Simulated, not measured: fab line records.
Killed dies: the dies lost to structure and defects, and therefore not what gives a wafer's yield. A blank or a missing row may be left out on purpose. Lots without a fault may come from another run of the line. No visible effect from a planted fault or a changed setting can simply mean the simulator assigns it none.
fab line records -- flow sky130
record lots=5, wafers=15, last_day=50
route steps=708 shown METAL2@490 VIA2@507 PAD_OPEN@708
lots untouched by any fault: they come from a run of this same line in which no faults occurred
start_h: hours from the record's first day to the start of the lot's first wafer shown -- wait_h: how many hours have passed since the lot's step before this one -- " as in the row above -- L1.1+2: several wafers, shown together as one row -- - no value, or no start given -- * or withheld: withheld -- < > ~ a bound
route shown NAME@n: a module of which the file shows steps, and the number in the route of the first -- usual: average and standard deviation across the fault-free wafers -- same: alike in all rows -- chamber/n: place in a boat -- sites: readings site by site -- _std_site: how widely they spread, as a standard deviation -- _edge_site: mean of outer sites minus mean of inner sites -- radius_mm: for every site, how far away it sits from the centre of the wafer -- mask NAME#n: copy n -- behind: the most recent tool/chamber to have shaped the wafer -- hold: cause of the lot's hold/its duration in hours/its outcome -- device: which transistor (n, p or np) failed to switch -- end of line: tests of these same wafers at the route's end -- a step with no rows: only its recipe -- killed: not the wafer's yield, but the dies lost to structure and defects at the first sort -- map: per-die view of a wafer (x killed, . not killed, _ where there is no die)
set.NAME: the run value of the setting; set.NAME@STEP: its run value at that earlier step -- model.NAME: the simulator's own value behind a step, which no gauge read
lots seen at some steps along the route; tables by step, rows by wafer
services: the hour from which a tool's chamber was out of use, counted from the record's first day as start_h (under 0 if before that day), plus the number of hours and why
## steps
# step SKY_METAL2_DEHYDRATE_07
# recipe temp_c=200, time_s=60
# step SKY_METAL2_HMDS_08
# recipe prime_time_s=60, prime_temp_c=120
# step SKY_METAL2_COAT_09
# recipe resist=BARC, temp_c=withheld, time_s=withheld, spin_rpm=3000, resist_thk_nm=60
# step SKY_METAL2_COAT_10
# recipe resist=KrF-thick, spin_rpm=3000, resist_thk_nm=450
# step SKY_METAL2_SOFTBAKE_11
# recipe temp_c=100, time_s=90, resist=KrF-thick
# step SKY_METAL2_EXPOSE_12
# recipe mask_id=MM2, na=0.8, source_shape=annular, sigma_inner=0.55, sigma_outer=0.85, target_cd_nm=140, dose_mj=28
# step SKY_METAL2_PEB_13
# recipe peb_temp_c=withheld, peb_time_s=withheld, resist=KrF-thick
# step SKY_METAL2_DEVELOP_14
# recipe develop_time_s=60, resist=KrF-thick, dev_temp_c=21
# step SKY_METAL2_DESCUM_17
# recipe chemistry=O2, source_power_w=150, bias_power_w=0, pressure_mtorr=10, temp_c=40, time_s=8
# step SKY_METAL2_ETCH_18
# recipe chemistry=N2/H2, target=BARC, ion_energy_ev=200, bias_w=100, pressure_mtorr=30, n2_flow_sccm=100, h2_flow_sccm=200, icp_w=500, stop_on=SiO2, time_s=45.9, target_depth_a=600
# step SKY_METAL2_METAL_ETCH_19
# recipe target_depth_a=3600, stop_on=SiO2, over_etch_frac=0.3, time_s=78, chemistry=Cl2/BCl3, resist_sidewall_deg=88, pressure_mtorr=10, icp_w=900, bias_w=48.5, Cl2_flow_sccm=60, bcl3_flow_sccm=30
# usual bcl3_flow_sccm=30.01/0.088, drypump_motor_current_A=5.96/0.18, oes_product_au=0.854/0.0062, throttle_valve_pct=22.264/0.0091
lot.wafer,tool,chamber,start_h,wait_h,bcl3_flow_sccm,drypump_motor_current_A,oes_product_au,rf_hours_counter_h,throttle_valve_pct
L364.1,rie_metal-01,1,882.45,0.0,30.02,5.93,0.855,15,22.272
L364.3,rie_metal-01,0,882.45,0.0,30.07,5.94,0.859,-,22.245
L364.5,rie_metal-01,1,882.45,0.0,30.01,5.93,0.850,-,22.244
L370.2,rie_metal-01,1,929.45,0.0,29.99,5.92,0.859,18,22.267
L370.3,rie_metal-01,1,929.45,0.0,29.95,5.94,0.860,-,22.250
L370.5,rie_metal-01,1,929.45,0.0,29.99,5.94,0.867,-,22.264
L371.1,rie_metal-01,0,941.75,0.0,30.16,5.97,0.853,8,22.269
L371.2,rie_metal-01,1,941.75,0.0,30.10,5.94,0.849,18,22.277
L371.4,rie_metal-01,0,941.75,0.0,30.05,5.96,0.845,-,22.279
L373.1,rie_metal-01,0,952.85,0.0,29.87,5.95,0.851,9,22.260
L373.3,rie_metal-01,1,952.85,0.0,30.03,5.93,0.857,-,22.266
L373.6,rie_metal-01,1,952.85,0.0,30.03,5.94,0.851,-,22.263
L380.1,rie_metal-03,1,999.08,0.0,30.01,5.94,0.850,13,22.257
L380.2,rie_metal-03,0,999.08,0.0,29.85,5.62,0.851,16,22.270
L380.6,rie_metal-03,1,999.08,0.0,30.10,5.95,0.847,-,22.257
# step SKY_METAL2_STRIP_20
# recipe chemistry=O2/N2, power_w=1400, pressure_mtorr=1500, platen_temp_c=withheld, o2_flow_sccm=3000, n2_flow_sccm=300, overash_fraction=0.5
# step SKY_METAL2_STRIP_21
# recipe chemistry=post_etch_residue_remover, time_s=1200, temp_c=72.5
# step SKY_METAL2_CLEAN_22
# recipe chemistry=IPA, time_s=180, temp_c=25
# step SKY_METAL2_CLEAN_23
# recipe chemistry=O3/DIW, dry=n2_spin
# step SKY_VIA2_HDPCVD_00
# recipe material=SiO2, target_thk_nm=1180, sigma_open_frac=0.3, time_s=196.7, temp_c=400, sih4_flow_sccm=60, pressure_mtorr=6
# step SKY_VIA2_CMP_02
# recipe material=SiO2, down_force_psi=4, platen_rpm=60, pad_velocity_m_s=0.94248
# step SKY_VIA2_DEHYDRATE_04
# recipe temp_c=200, time_s=60
# step SKY_VIA2_HMDS_05
# recipe prime_time_s=60, prime_temp_c=120
# step SKY_VIA2_COAT_06
# recipe resist=BARC, temp_c=withheld, time_s=withheld, spin_rpm=3000, resist_thk_nm=60
# step SKY_VIA2_COAT_07
# recipe resist=KrF-thick, spin_rpm=3000, resist_thk_nm=450
# step SKY_VIA2_SOFTBAKE_08
# recipe temp_c=100, time_s=90, resist=KrF-thick
# step SKY_VIA2_EXPOSE_09
# recipe mask_id=VIM2, na=0.8, source_shape=annular, sigma_inner=0.55, sigma_outer=0.85, target_cd_nm=200, dose_mj=38
# step SKY_VIA2_PEB_10
# recipe peb_temp_c=withheld, peb_time_s=withheld, resist=KrF-thick
# step SKY_VIA2_DEVELOP_11
# recipe develop_time_s=60, resist=KrF-thick, dev_temp_c=21
# step SKY_VIA2_ETCH_14
# recipe chemistry=N2/H2, target=BARC, ion_energy_ev=200, source_w=500, bias_w=100, pressure_mtorr=30, n2_flow_sccm=100, h2_flow_sccm=200, stop_on=SiO2, time_s=45.9, target_depth_a=600
# step SKY_VIA2_ETCH_15
# recipe target=SiO2, chemistry=C4F8/O2/Ar, target_depth_nm=546, stop_on=TiN, mask_material=KrF-thick, source_w=1500, bias_w=1200, pressure_mtorr=40, c4f8_flow_sccm=withheld, O2_flow_sccm=6, Ar_flow_sccm=300, time_s=84
# step SKY_VIA2_STRIP_16
# recipe chemistry=O2/N2, power_w=1400, pressure_mtorr=1500, platen_temp_c=withheld, o2_flow_sccm=3000, n2_flow_sccm=300, overash_fraction=0.5
# step SKY_VIA2_STRIP_17
# recipe chemistry=post_etch_residue_remover, time_s=1200, temp_c=72.5
# step SKY_VIA2_CLEAN_18
# recipe chemistry=IPA, time_s=180, temp_c=25
# step SKY_VIA2_CLEAN_19
# recipe chemistry=O3/DIW, dry=n2_spin
# step SKY_VIA2_SPUTTER_20
# recipe material=TiN, target_thk_nm=20, chamber_pressure_pa=5, power_w=4000, time_s=80
# step SKY_VIA2_CVD_21
# recipe material=W, target_thk_nm=420, time_s=126.4, temp_c=400, pressure_torr=40
# step SKY_VIA2_CMP_24
# recipe stop_on=SiO2, t_overpolish_s=20, down_force_psi=3.5, platen_rpm=60, target_thk_nm=0, pad_velocity_m_s=0.94248
# step SKY_PAD_OPEN_PROBE_99
# usual defect_limited_yield=82.8/2, killed_at_M0_to_M3=43/7.8, killed_at_M4_up=3.2/1.9, killed_at_contacts=24/5, killed_at_front_end=14/4.5, killed_at_other=0.2/0.41, killed_dies=84/9.6, killed_open=47/6.9, killed_short=38/6, sort_bin_3_pad_short=0.8/0.43, sort_bin_5_function=10.1/1.4, sort_bin_6_memory=6.3/1.1, sort_n_pass=408/9.6, sort_yield_pct=82.8/2
# same gross_dies=492, killed_at_back_side=0, sort_bin_4_leakage[%]=0, sort_bin_8_speed[%]=0
lot.wafer,tool,chamber,start_h,wait_h,defect_limited_yield[%],killed_at_M0_to_M3,killed_at_M4_up,killed_at_contacts,killed_at_front_end,killed_at_other,killed_dies,killed_open,killed_short,sort_bin_3_pad_short[%],sort_bin_5_function[%],sort_bin_6_memory[%],sort_n_pass,sort_yield_pct[%],model.etest.tester.sort_n_pass,model.etest.tester.sort_yield_pct,model.etest.tester.sort_bin_5_pct,model.etest.tester.sort_bin_3_pct
L364.1,prober-01,-,1124.15,0.1,81.3,50,3,24,14,1,92,57,35,0.4,10.0,8.3,400,81.3,400,81.3,9.959,0.4065
L364.3,prober-01,-,1124.25,0.2,82.9,57,1,16,10,0,84,50,34,0.8,10.2,6.1,408,82.9,408,82.93,10.16,0.813
L364.5,prober-01,-,1124.35,0.2,82.7,49,3,22,11,0,85,51,34,0.8,10.4,6.1,407,82.7,407,82.72,10.37,0.813
L370.2,prober-01,-,1158.96,0.1,71.1,89,0,33,19,1,142,53,29,3.3,17.7,7.9,350,71.1,350,71.14,17.68,3.252
L370.3,prober-01,-,1159.01,0.2,69.5,109,2,21,18,0,150,52,41,3.3,20.3,6.9,342,69.5,342,69.51,20.33,3.252
L370.5,prober-01,-,1159.11,0.2,75.0,91,0,23,9,0,123,45,28,2.8,16.1,6.1,369,75.0,369,75,16.06,2.846
L371.1,prober-02,-,1168.60,0.1,72.6,93,5,21,16,0,135,49,35,2.6,16.7,8.1,357,72.6,357,72.56,16.67,2.642
L371.2,prober-02,-,1168.65,0.1,75.6,86,4,16,14,0,120,39,35,3.5,14.8,6.1,372,75.6,372,75.61,14.84,3.455
L371.4,prober-02,-,1168.75,0.2,73.2,91,5,27,9,0,132,45,34,3.3,17.9,5.7,360,73.2,360,73.17,17.89,3.252
L373.1,prober-02,-,1177.94,0.1,68.5,113,3,25,14,0,155,58,40,3.5,19.7,8.3,337,68.5,337,68.5,19.72,3.455
L373.3,prober-02,-,1178.04,0.2,75.2,87,3,21,11,0,122,42,28,2.6,14.8,7.3,370,75.2,370,75.2,14.84,2.642
L373.6,prober-02,-,1178.19,0.2,72.4,99,6,21,10,0,136,47,35,4.5,15.0,8.1,356,72.4,356,72.36,15.04,4.472
L380.1,prober-01,-,1207.56,0.1,83.1,48,4,20,11,0,83,52,31,0.4,12.2,4.3,409,83.1,409,83.13,12.2,0.4065
L380.2,prober-01,-,1207.61,0.1,81.3,41,1,26,24,0,92,57,35,0.6,11.4,6.7,400,81.3,400,81.3,11.38,0.6098
L380.6,prober-01,-,1207.81,0.2,80.9,52,6,24,12,0,94,53,41,0.6,12.6,5.9,398,80.9,398,80.89,12.6,0.6098
# killed by level:class
L364.1 VIA1:geometric_particle:open=11 CONTACT:geometric_particle:open=11 VIA3:geometric_particle:open=9 VIA2:geometric_particle:open=8 LI_CONTACT:geometric_particle:open=6 CONTACT:geometric_particle:short=6 POLY_GATE:geometric_particle:short=4 VIA2:geometric_particle:short=4
L364.3 VIA3:geometric_particle:open=12 VIA1:geometric_particle:open=12 VIA1:geometric_particle:short=7 VIA2:geometric_particle:open=6 METAL1:geometric_particle:short=5 LI_CONTACT:geometric_particle:open=5 FIELD_ISO:geometric_particle:open=3 POLY_GATE:geometric_particle:open=3
L364.5 VIA1:geometric_particle:open=14 VIA1:geometric_particle:short=11 CONTACT:geometric_particle:open=9 VIA2:geometric_particle:open=7 VIA3:geometric_particle:open=7 LI_CONTACT:geometric_particle:open=5 LOCAL_INTERCONNECT:geometric_particle:short=4 POLY_GATE:geometric_particle:short=4
L370.2 METAL2:unspecified=60 CONTACT:geometric_particle:open=11 LI_CONTACT:geometric_particle:open=10 VIA2:geometric_particle:open=6 POLY_GATE:geometric_particle:open=5 VIA1:geometric_particle:open=5 FIELD_ISO:geometric_particle:short=4 VIA1:geometric_particle:short=4
L370.3 METAL2:unspecified=57 CONTACT:geometric_particle:open=11 VIA1:geometric_particle:open=10 METAL1:geometric_particle:short=8 FIELD_ISO:geometric_particle:open=7 VIA3:geometric_particle:open=7 METAL2:geometric_particle:short=7 VIA1:geometric_particle:short=6
L370.5 METAL2:unspecified=50 VIA1:geometric_particle:open=12 LI_CONTACT:geometric_particle:open=8 CONTACT:geometric_particle:open=8 VIA2:geometric_particle:open=6 VIA1:geometric_particle:short=5 METAL1:geometric_particle:short=4 METAL2:geometric_particle:short=4
L371.1 METAL2:unspecified=51 VIA2:geometric_particle:open=11 VIA1:geometric_particle:open=8 LI_CONTACT:geometric_particle:open=7 LOCAL_INTERCONNECT:geometric_particle:short=5 CONTACT:geometric_particle:open=5 METAL4:geometric_particle:short=5 FIELD_ISO:geometric_particle:open=4
L371.2 METAL2:unspecified=46 VIA3:geometric_particle:open=9 VIA1:geometric_particle:open=8 FIELD_ISO:geometric_particle:short=5 LI_CONTACT:geometric_particle:open=5 CONTACT:geometric_particle:short=4 CONTACT:geometric_particle:open=4 METAL2:geometric_particle:short=4
L371.4 METAL2:unspecified=53 VIA1:geometric_particle:open=13 CONTACT:geometric_particle:open=10 VIA2:geometric_particle:open=6 LI_CONTACT:geometric_particle:open=4 LOCAL_INTERCONNECT:geometric_particle:short=4 CONTACT:geometric_particle:short=4 VIA3:geometric_particle:open=4
L373.1 METAL2:unspecified=57 VIA1:geometric_particle:open=15 METAL2:geometric_particle:short=10 LI_CONTACT:geometric_particle:open=10 CONTACT:geometric_particle:open=8 VIA2:geometric_particle:open=7 METAL1:geometric_particle:short=6 VIA3:geometric_particle:open=5
L373.3 METAL2:unspecified=52 VIA1:geometric_particle:open=11 CONTACT:geometric_particle:open=10 LOCAL_INTERCONNECT:geometric_particle:short=6 VIA2:geometric_particle:open=6 FIELD_ISO:geometric_particle:short=4 METAL3:geometric_particle:short=4 POLY_GATE:geometric_particle:open=3
L373.6 METAL2:unspecified=54 VIA1:geometric_particle:open=14 VIA2:geometric_particle:open=10 LI_CONTACT:geometric_particle:open=7 VIA1:geometric_particle:short=7 FIELD_ISO:geometric_particle:open=4 CONTACT:geometric_particle:open=4 LI_CONTACT:geometric_particle:short=4
L380.1 VIA1:geometric_particle:open=14 VIA3:geometric_particle:open=10 VIA1:geometric_particle:short=8 LI_CONTACT:geometric_particle:open=6 VIA2:geometric_particle:open=6 CONTACT:geometric_particle:open=5 LOCAL_INTERCONNECT:geometric_particle:short=4 CONTACT:geometric_particle:short=4
L380.2 POLY_GATE:geometric_particle:open=9 VIA1:geometric_particle:open=9 VIA2:geometric_particle:open=9 LI_CONTACT:geometric_particle:open=8 CONTACT:geometric_particle:open=7 FIELD_ISO:geometric_particle:open=6 LOCAL_INTERCONNECT:geometric_particle:short=5 CONTACT:geometric_particle:short=5
L380.6 VIA1:geometric_particle:open=11 METAL2:geometric_particle:short=11 LI_CONTACT:geometric_particle:open=10 CONTACT:geometric_particle:open=9 VIA2:geometric_particle:open=6 VIA3:geometric_particle:open=6 FIELD_ISO:geometric_particle:short=4 CONTACT:geometric_particle:short=4
# map L370.3 (x killed, . not)
__________....x....._________
________.x.x...x.x...._______
______x............x...._____
_____........x.xx..xx....____
____..............x.x...x.___
___x..x..........x.....x...__
__.x........x......xx......._
_.x.x...xx...x..x..x.........
_........x....xx...........x.
_x..x..x...xx.xx.....x.x.x...
_x...xx.xxx........x.......x.
_.....x.xxxx........x...x.x.x
_.xxx.xxxxx.x.x.x..........x.
_.x.xxxxxxx.x.......x........
_xxxxxxxxxxxxx.x.x..........x
__xxxxxxxxx.x..x.x.......xx._
___xxxxxxxxx.......x.x...x.__
____xxxxxxx......xx......x___
_____xxxxxx...x..x.......____
______.x...........x.xx._____
________..x..........._______
__________.x..x....._________
# map L371.1 (x killed, . not)
__________.........._________
________.x.....x....x._______
______.xxx.......x....x._____
_____...xx...xx....xx....____
____...x...x.x.x.xxxxxx..x___
___......xx.......x.xxxxxxx__
__................xxxxxxxxxx_
_.x...........xxx.xxxxxxxxxxx
_x................x.xxxxxxx..
_....x........x...xxxxxxxxxx.
_..x.......x..xx.x..xxxxx.x.x
_...x.x................x.....
_...........x................
_.xxx..xx.....xx.........xx..
_..........x.....x......x....
__x.x....x..x..xx.......x.x._
___.x....x.x......x........__
____......x......xx.......___
_____.....x........xx....____
______...x..xx...x.xx..._____
________.............._______
__________...x....x._________
## services
tool,chamber,start_h,hours,kind
rie_metal-01,0,911.02,9.7,repair
rie_metal-03,0,920.99,17.3,repair
rie_metal-01,-,966.48,0.8,repair
## key
first_sign step=SKY_PAD_OPEN_PROBE_99, reading=killed_at_M0_to_M3, direction=up, sigmas=6.7, usual=43, struck=95
effect step=SKY_PAD_OPEN_PROBE_99, reading=sort_bin_3_pad_short, direction=up, sigmas=5.7, usual=0.8, struck=3.3
model_effect step=SKY_PAD_OPEN_PROBE_99, value=etest.tester.sort_n_pass, without=404.4, struck=357
met_at SKY_METAL2_METAL_ETCH_19
struck_wafers L370.2,L370.3,L370.5,L371.1,L371.2,L371.4,L373.1,L373.3,L373.6
onset_between 882.45 929.45
fault kind=chamber_particle_source, tool=rie_metal-01, chamber=-, onset_h=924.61, steps=SKY_METAL2_METAL_ETCH_19, rate_per_visit_cm2=0.87694, end_h=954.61
